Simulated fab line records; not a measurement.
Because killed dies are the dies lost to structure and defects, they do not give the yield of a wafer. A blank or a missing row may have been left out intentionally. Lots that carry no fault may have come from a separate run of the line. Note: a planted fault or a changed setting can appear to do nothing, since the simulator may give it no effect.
Chamber matching    flow sky130    4 sister chambers for SKY_VIA4_ETCH_12 on rie_diel-02
The step etches SiO2 in C4F8/O2/Ar, stops on TiN, target depth 580 nm. 4 wafers are shown with their chamber, then 10 later ones without.

## WAFERS PAIRED WITH THEIR CHAMBERS
wafer   chamber  oes_product_au (a.u.)
L088.3  2        0.925
L088.5  0        0.923
L090.2  3        0.930
L090.3  1        0.934

## WAFERS WHOSE CHAMBER IS MISSING
wafer   oes_product_au (a.u.)
L090.5  0.933
L094.1  0.926
L094.3  0.920
L094.5  0.923
L096.2  0.921
L096.3  0.928
L096.4  0.918
L097.1  0.918
L097.3  0.924
L097.4  0.924

## WHICH CHAMBER EACH WENT THROUGH
wafer   from the rows above                in truth
L090.5  can't be placed: 1 or 3            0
L094.1  can't be placed: 2 or 0 or 3       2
L094.3  can't be placed: 0 or 2            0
L094.5  can't be placed: 0 or 2            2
L096.2  can't be placed: 0 or 2            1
L096.3  can't be placed: 3 or 2 or 0 or 1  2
L096.4  can't be placed: 0 or 2            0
L097.1  can't be placed: 0 or 2            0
L097.3  can't be placed: 0 or 2 or 3       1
L097.4  can't be placed: 0 or 2 or 3       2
0 of 10 placed correctly. Cannot be placed on the basis of these rows: 10; the candidates contain the true chamber in 7. Placed wrongly: 0.
How it was worked out, from the rows above alone: a wafer's distance from a chamber is the root of the sum, over the readings, of the square of ((its reading less the chamber's mean) divided by the reading's scatter). If the next closest chamber is less than 2 further off than the closest, the wafer can't be placed; otherwise it belongs to the closest. The mean given for a chamber averages the wafers shown for that chamber. The scatter: with one shown wafer a chamber, the root of the mean of the squares of how far each hidden wafer lies from its nearest shown one.
